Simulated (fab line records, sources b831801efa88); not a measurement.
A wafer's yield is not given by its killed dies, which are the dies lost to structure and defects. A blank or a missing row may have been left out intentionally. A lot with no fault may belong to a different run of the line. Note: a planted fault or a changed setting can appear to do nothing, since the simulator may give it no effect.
Split-lot trial | flow sky130 | on a route of 708 steps: 5 lots, 23 wafers read

== ABOUT THE SPLIT ==
At SKY_VT_ADJUST_NCORE_COAT_02 (resist thk 1140 nm), the setting resist_thk_nm was moved away from the recipe's 1140 nm on 7 of the 23 wafers read, by -4.2% to +3.2%. The other wafers ran this setting at the recipe's value.

The reading is taken at the split's own step.

== THE READING ==
NOVOLAK_of_VT_ADJUST_NCORE_COAT_02.thk_nm (the simulator's own value, which no gauge read), in nm, at SKY_VT_ADJUST_NCORE_COAT_02 (resist thk 1140 nm). The file gives no usual value for it. The 16 wafers here that ran the recipe average 1142 nm, standard deviation 3.1 nm.

wafer  | tool, chamber at the split | resist_thk_nm as run, nm | against the recipe | NOVOLAK_of_VT_ADJUST_NCORE_COAT_02.thk_nm, nm | against lot-mates on the recipe
L074.1 | litho_track-02, 0          | 1140                     | recipe             | 1136                                          | -
L074.3 | litho_track-02, 0          | 1177                     | +3.2%              | 1176                                          | +39
L074.4 | litho_track-02, 0          | 1177                     | +3.2%              | 1173                                          | +36
L074.5 | litho_track-02, 0          | 1140                     | recipe             | 1133                                          | -
L074.6 | litho_track-02, 0          | 1140                     | recipe             | 1141                                          | -
L079.4 | litho_track-04, 0          | 1140                     | recipe             | 1142                                          | -
L079.5 | litho_track-04, 0          | 1140                     | recipe             | 1143                                          | -
L079.6 | litho_track-04, 0          | 1140                     | recipe             | 1141                                          | -
L082.1 | litho_track-03, 0          | 1092                     | -4.2%              | 1094                                          | -47
L082.6 | litho_track-03, 0          | 1092                     | -4.2%              | 1094                                          | -47
L082.2 | litho_track-03, 0          | 1140                     | recipe             | 1141                                          | -
L082.4 | litho_track-03, 0          | 1140                     | recipe             | 1141                                          | -
L082.5 | litho_track-03, 0          | 1092                     | -4.2%              | 1092                                          | -49
L083.1 | litho_track-02, 0          | 1140                     | recipe             | 1145                                          | -
L083.2 | litho_track-02, 0          | 1140                     | recipe             | 1141                                          | -
L083.3 | litho_track-02, 0          | 1140                     | recipe             | 1144                                          | -
L083.4 | litho_track-02, 0          | 1140                     | recipe             | 1144                                          | -
L083.5 | litho_track-02, 0          | 1140                     | recipe             | 1144                                          | -
L084.1 | litho_track-03, 0          | 1140                     | recipe             | 1145                                          | -
L084.2 | litho_track-03, 0          | 1140                     | recipe             | 1142                                          | -
L084.3 | litho_track-03, 0          | 1118                     | -1.9%              | 1125                                          | -18
L084.5 | litho_track-03, 0          | 1118                     | -1.9%              | 1125                                          | -18
L084.6 | litho_track-03, 0          | 1140                     | recipe             | 1143                                          | -

THE FIT
A straight line over all 23 wafers: NOVOLAK_of_VT_ADJUST_NCORE_COAT_02.thk_nm changes by +10.8 nm for each +1% of resist_thk_nm; r = +0.99; the points scatter about the line by 3.3 nm.
The same after taking each lot's own level away (the mean of its wafers on the recipe; 23 wafers): +11.3 nm for each +1%; r = +1.00; scatter 1.9 nm.
The reading moves by 48 nm for the largest change in resist_thk_nm, on that fit.
From 1136.7 to 1143.6 nm: that is the span of the lots' own levels, equal to 2.3 times the standard deviation above.
So the lot-to-lot level changes the slope little: the two slopes agree.
Check: for one of the wafers moved furthest among these (-4.2%), held out of the fit, the line's prediction against its lot-mates is -47.2 nm. It came out at -47 nm against them.

== ADDITIONAL SPLITS CARRIED BY THESE WAFERS ==
These wafers also went through other splits before the reading. Each is held against what the fit with the lots' levels taken away leaves over:
other split on the same wafers             | wafers away from the commonest value | r with NOVOLAK_of_VT_ADJUST_NCORE_COAT_02.thk_nm (lot level and that fit taken away)
SKY_FIELD_ISO_OXIDATION_01 temp_c          | 15                                   | +0.11
SKY_FIELD_ISO_EXPOSE_10 dose_mj            | 7                                    | -0.12
SKY_DNWELL_SOFTBAKE_03 temp_c              | 10                                   | +0.10
SKY_PWDE_COAT_02 resist_thk_nm             | 6                                    | -0.27
SKY_NWELL_IMPLANT_12 energy_kev            | 9                                    | +0.62
SKY_VT_ADJUST_HVTP_STRIP_10 pressure_mtorr | 18                                   | +0.26
SKY_VT_ADJUST_LVTN_IMPLANT_08 energy_kev   | 9                                    | +0.03

== THE WHOLE CHAIN: every reading that the file lists as answering this split, in the file's order ==
step                         | what it does       | reading                                                                                    | change (the file's fit)              | r (the file's)
SKY_VT_ADJUST_NCORE_COAT_02  | resist thk 1140 nm | NOVOLAK_of_VT_ADJUST_NCORE_COAT_02.thk_nm (the simulator's own value, which no gauge read) | +11.3 nm for each +1% of the setting | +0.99
SKY_VT_ADJUST_NCORE_STRIP_10 | strips in O2/N2    | strip_time_to_endpoint_s                                                                   | withheld for each +1% of the setting | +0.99

== FILE'S OWN FIT ==
NOVOLAK_of_VT_ADJUST_NCORE_COAT_02.thk_nm changes by +11.3 nm for each +1% of resist_thk_nm, r = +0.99.
